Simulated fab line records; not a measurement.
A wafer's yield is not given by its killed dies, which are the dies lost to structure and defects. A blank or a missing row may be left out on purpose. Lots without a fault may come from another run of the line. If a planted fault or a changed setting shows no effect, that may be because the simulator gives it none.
Which of the tools did it?    flow sky130    7 lots with 21 wafers sampled at 2 steps, on a route of 708 steps

== WHAT THE GAUGES SHOWED, per wafer ==
SKY_PWDE_TW_MEAS_10.
lot   measured     on            PWDE_TW
L693  day 4 12:28  filmMetro-02  370.1 369.0 368.5
L696  day 5 01:47  filmMetro-01  1135.2 1138.2 1130.1
L698  day 5 16:52  filmMetro-03  1122.7 1119.5 1124.0
L703  day 6 20:58  filmMetro-01  370.6 372.6 374.9
L707  day 7 18:14  filmMetro-02  370.5 371.4 370.4
L711  day 8 18:51  filmMetro-03  372.7 372.8 374.6
L713  day 9 03:44  filmMetro-03  372.8 373.5 373.7

== TOOL THAT RAN EACH LOT (tool first, then ch and the chambers of the sampled wafers, then the start) ==
lot   SKY_DNWELL_COAT_02
L693  lithoTrack-02 ch 0, day 3 10:18
L696  lithoTrack-01, day 3 23:32
L698  lithoTrack-04, day 4 14:01
L703  lithoTrack-01 ch 0, day 5 15:59
L707  lithoTrack-02 ch 0, day 6 12:05
L711  lithoTrack-04 ch 0, day 7 11:01
L713  lithoTrack-01 ch 0, day 7 19:34
- SKY_DNWELL_COAT_02: resist thk 3000 nm.

== THE ANSWER, worked out from the rows above alone ==
Rule: what is usual is taken from the lots themselves. Put in order of their means at a reading, lots are off if they are a third of the lots or fewer, leave a main group of 4 or more, and stand apart from it by a gap of 3 or more times the standard deviation of the main group's means; of several such gaps the widest counts. A main group is skipped when, at the precision printed for the reading in the tables above, its means are all equal. Also off: a lot with no number at a reading for which 4 or more lots have one. Any other lot the step has rows for is counted as sound.
Off: L696, L698, seen at SKY_PWDE_TW_MEAS_10 (PWDE_TW). The main group has a mean of 371.9 with a standard deviation of 1.6.
A tool fits if, at a process step before that reading, it ran every lot that is off, and no sound lot after the first of them. The gauges at SKY_PWDE_TW_MEAS_10 are tried like those tools. Of those tried, none fits.

== WHAT THE SIMULATOR HAD INSERTED ==
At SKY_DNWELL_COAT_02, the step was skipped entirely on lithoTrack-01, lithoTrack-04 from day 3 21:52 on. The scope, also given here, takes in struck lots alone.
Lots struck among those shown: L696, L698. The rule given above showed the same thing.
